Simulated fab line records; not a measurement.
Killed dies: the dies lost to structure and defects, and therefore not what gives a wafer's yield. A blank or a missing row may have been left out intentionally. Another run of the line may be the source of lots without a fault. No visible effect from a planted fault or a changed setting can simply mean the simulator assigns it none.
Which tool was responsible? || flow sky130 || 14 lots with 42 wafers sampled at 3 steps, on a route of 708 steps

== WHAT THE GAUGES READ, wafer by wafer ==
SKY_PWDE_OVL_MEAS_07. Usual: PWDE_OVL typically reads 0.0 nm, with standard deviation 1.4.
{"lot": "L336", "measured": "day 4 00:10", "on": "overlay-02", "PWDE_OVL (nm)": "-1.1 -1.8 0.2", "flag": ""}
{"lot": "L337", "measured": "day 4 07:22", "on": "overlay-02", "PWDE_OVL (nm)": "1.2 -0.9 3.0", "flag": ""}
{"lot": "L338", "measured": "day 4 10:50", "on": "overlay-01", "PWDE_OVL (nm)": "-2.3 -1.7 0.0", "flag": ""}
{"lot": "L339", "measured": "day 4 21:35", "on": "overlay-02", "PWDE_OVL (nm)": "-0.2 0.6 -0.6", "flag": ""}
{"lot": "L347", "measured": "day 7 07:13", "on": "overlay-01", "PWDE_OVL (nm)": "0.2 -2.3 -1.9", "flag": ""}
{"lot": "L348", "measured": "day 7 07:34", "on": "overlay-02", "PWDE_OVL (nm)": "1.3 -2.0 -0.7", "flag": ""}
{"lot": "L349", "measured": "day 7 12:34", "on": "overlay-01", "PWDE_OVL (nm)": "-0.5 -0.4 -0.6", "flag": ""}
{"lot": "L351", "measured": "day 7 14:01", "on": "overlay-01", "PWDE_OVL (nm)": "0.9 -1.4 -2.0", "flag": ""}
{"lot": "L352", "measured": "day 7 21:11", "on": "overlay-02", "PWDE_OVL (nm)": "0.9 -0.7 0.1", "flag": ""}
{"lot": "L354", "measured": "day 8 09:38", "on": "overlay-01", "PWDE_OVL (nm)": "-0.8 -0.9 -0.9", "flag": ""}
{"lot": "L355", "measured": "day 8 15:14", "on": "overlay-02", "PWDE_OVL (nm)": "0.9 -1.3 0.1", "flag": ""}
{"lot": "L356", "measured": "day 8 16:23", "on": "overlay-02", "PWDE_OVL (nm)": "-0.5 1.0 0.6", "flag": ""}
{"lot": "L357", "measured": "day 8 22:35", "on": "overlay-02", "PWDE_OVL (nm)": "1.2 1.4 2.5", "flag": ""}
{"lot": "L358", "measured": "day 9 04:40", "on": "overlay-01", "PWDE_OVL (nm)": "2.4 0.5 1.9", "flag": ""}

SKY_VT_ADJUST_HVTP_OVL_MEAS_08. Usual: VT_ADJUST_HVTP_OVL typically reads -0.3 nm, with standard deviation 1.4.
{"lot": "L336", "measured": "day 6 03:32", "on": "overlay-02", "VT_ADJUST_HVTP_OVL (nm)": "1.5 2.4 1.4", "flag": ""}
{"lot": "L337", "measured": "day 6 12:31", "on": "overlay-01", "VT_ADJUST_HVTP_OVL (nm)": "-1.8 -2.7 0.6", "flag": ""}
{"lot": "L338", "measured": "day 6 15:52", "on": "overlay-01", "VT_ADJUST_HVTP_OVL (nm)": "0.3 0.7 1.2", "flag": ""}
{"lot": "L339", "measured": "day 7 03:02", "on": "overlay-01", "VT_ADJUST_HVTP_OVL (nm)": "0.8 -2.5 -1.1", "flag": ""}
{"lot": "L347", "measured": "day 9 22:47", "on": "overlay-01", "VT_ADJUST_HVTP_OVL (nm)": "-2.0 -1.2 -1.6", "flag": ""}
{"lot": "L348", "measured": "day 9 23:16", "on": "overlay-01", "VT_ADJUST_HVTP_OVL (nm)": "0.7 -0.8 -0.2", "flag": ""}
{"lot": "L349", "measured": "day 10 03:22", "on": "overlay-01", "VT_ADJUST_HVTP_OVL (nm)": "0.8 0.7 0.8", "flag": ""}
{"lot": "L351", "measured": "day 10 06:53", "on": "overlay-01", "VT_ADJUST_HVTP_OVL (nm)": "-1.5 -1.5 -2.2", "flag": ""}
{"lot": "L352", "measured": "day 10 12:50", "on": "overlay-02", "VT_ADJUST_HVTP_OVL (nm)": "-2.4 -0.4 -0.9", "flag": ""}
{"lot": "L354", "measured": "day 11 03:47", "on": "overlay-02", "VT_ADJUST_HVTP_OVL (nm)": "2.0 0.8 0.9", "flag": ""}
{"lot": "L355", "measured": "day 11 10:08", "on": "overlay-01", "VT_ADJUST_HVTP_OVL (nm)": "-2.0 -2.0 -0.6", "flag": ""}
{"lot": "L356", "measured": "day 11 10:26", "on": "overlay-01", "VT_ADJUST_HVTP_OVL (nm)": "0.9 -1.6 -0.5", "flag": ""}
{"lot": "L357", "measured": "day 11 19:44", "on": "overlay-02", "VT_ADJUST_HVTP_OVL (nm)": "1.6 2.0 2.5", "flag": ""}
{"lot": "L358", "measured": "day 12 02:08", "on": "overlay-01", "VT_ADJUST_HVTP_OVL (nm)": "0.3 -0.8 2.0", "flag": ""}

SKY_VT_ADJUST_LVTN_OVL_MEAS_07. Usual: VT_ADJUST_LVTN_OVL typically reads -0.6 nm, with standard deviation 1.7.
{"lot": "L336", "measured": "day 6 22:46", "on": "overlay-01", "VT_ADJUST_LVTN_OVL (nm)": "1.0 -1.5 -2.0", "flag": ""}
{"lot": "L337", "measured": "day 7 07:30", "on": "overlay-01", "VT_ADJUST_LVTN_OVL (nm)": "0.5 -2.0 -3.1", "flag": ""}
{"lot": "L338", "measured": "day 7 11:37", "on": "overlay-01", "VT_ADJUST_LVTN_OVL (nm)": "-0.2 -0.6 -1.2", "flag": ""}
{"lot": "L339", "measured": "day 7 22:29", "on": "overlay-02", "VT_ADJUST_LVTN_OVL (nm)": "-1.3 -1.4 -1.0", "flag": ""}
{"lot": "L347", "measured": "day 10 21:26", "on": "overlay-02", "VT_ADJUST_LVTN_OVL (nm)": "-1.4 -1.9 -1.6", "flag": ""}
{"lot": "L348", "measured": "day 10 21:43", "on": "overlay-01", "VT_ADJUST_LVTN_OVL (nm)": "0.7 -1.6 -1.5", "flag": ""}
{"lot": "L349", "measured": "day 11 02:00", "on": "overlay-02", "VT_ADJUST_LVTN_OVL (nm)": "2.8 1.2 2.4", "flag": ""}
{"lot": "L351", "measured": "day 11 06:18", "on": "overlay-02", "VT_ADJUST_LVTN_OVL (nm)": "-2.5 -3.1 -2.2", "flag": ""}
{"lot": "L352", "measured": "day 11 11:30", "on": "overlay-01", "VT_ADJUST_LVTN_OVL (nm)": "0.7 1.7 0.3", "flag": ""}
{"lot": "L354", "measured": "day 12 03:23", "on": "overlay-01", "VT_ADJUST_LVTN_OVL (nm)": "-0.6 0.2 1.0", "flag": ""}
{"lot": "L355", "measured": "day 12 10:13", "on": "overlay-02", "VT_ADJUST_LVTN_OVL (nm)": "0.6 1.0 3.7", "flag": ""}
{"lot": "L356", "measured": "day 12 10:52", "on": "overlay-01", "VT_ADJUST_LVTN_OVL (nm)": "-4.6 -2.9 -5.1", "flag": ""}
{"lot": "L357", "measured": "day 12 20:29", "on": "overlay-01", "VT_ADJUST_LVTN_OVL (nm)": "-0.8 0.1 -0.4", "flag": ""}
{"lot": "L358", "measured": "day 13 03:21", "on": "overlay-02", "VT_ADJUST_LVTN_OVL (nm)": "1.9 1.2 0.4", "flag": ""}

== WHAT TOOL EACH LOT RAN ON (gives the tool, then ch and the chambers of the sampled wafers, and finally the start) ==
Record: no process step prior to these readings.

== WHAT THE TOOLS THEMSELVES READ (means of the sampled wafers that have a number; where no wafer has one, the mark that the record gives instead) ==
The record holds no such reading with a usual standard deviation.

== THE ANSWER, worked out from the rows above alone ==
Rule: a lot counts as off when the mean over its wafers that have a number is more than 3 standard deviations away from the usual mean. A lot without any number at a reading at which 4 lots or more have one is off too. All remaining lots with rows at the step are treated as sound. First the gauges in route order, then the tools' own readings, where a lot's mean is used as printed above. At the first step where some lot is off, the reading lying furthest off is the one used; lots without a number count as furthest.
Across all readings shown, no lot is off: no conclusion can be drawn from this.

== WHAT THE SIMULATOR PUT IN ==
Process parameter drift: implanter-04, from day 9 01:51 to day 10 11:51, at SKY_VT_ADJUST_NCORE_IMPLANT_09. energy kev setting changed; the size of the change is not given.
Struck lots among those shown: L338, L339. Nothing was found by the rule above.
